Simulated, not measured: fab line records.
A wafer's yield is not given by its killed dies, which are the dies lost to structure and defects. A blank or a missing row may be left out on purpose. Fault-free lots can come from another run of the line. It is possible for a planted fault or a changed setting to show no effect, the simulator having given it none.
Chamber matching | flow gf180mcu | 3 sister chambers for GF_STI_CVD_23 on hdpcvd-02
The step deposits SiO2, target thk 650 nm, time 108.3 s. 6 wafers are shown with their chamber, then 7 later ones without.

== WAFERS, EACH WITH ITS CHAMBER ==
wafer  | chamber | sih4-flow-sccm (sccm)
L522.1 | 0       | 60.04
L525.1 | 0       | 59.69
L525.2 | 1       | 59.98
L525.6 | 2       | 60.07
L526.4 | 1       | 59.73
L526.5 | 2       | 60.12

== WAFERS WHOSE CHAMBER IS MISSING ==
wafer  | sih4-flow-sccm (sccm)
L526.6 | 60.01
L538.1 | 59.89
L538.2 | 60.22
L538.6 | 60.07
L539.1 | 59.84
L539.4 | 59.82
L539.5 | 59.87

== CHAMBER TAKEN BY EACH ==
wafer  | from the rows above          | in truth
L526.6 | can't be placed: 2 or 0 or 1 | 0
L538.1 | can't be placed: 0 or 1 or 2 | 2
L538.2 | can't be placed: 2 or 0 or 1 | 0
L538.6 | can't be placed: 2 or 0 or 1 | 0
L539.1 | can't be placed: 1 or 0 or 2 | 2
L539.4 | can't be placed: 1 or 0 or 2 | 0
L539.5 | can't be placed: 0 or 1 or 2 | 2
Correct placement for 0 of the 7. Cannot be placed on the basis of these rows: 7; the candidates contain the true chamber in 7. Number placed wrongly: 0.
How it was worked out, from the rows above alone: a wafer's distance from a chamber is the root of the sum, over the readings, of the square of ((its reading less the chamber's mean) divided by the reading's scatter). If the next closest chamber is less than 2 further off than the closest, the wafer can't be placed; otherwise it belongs to the closest. The mean given for a chamber averages the wafers shown for that chamber. The scatter: take each reading less its chamber's mean, square it, sum over the shown wafers, divide by the number of wafers less the number of chambers, and take the root.
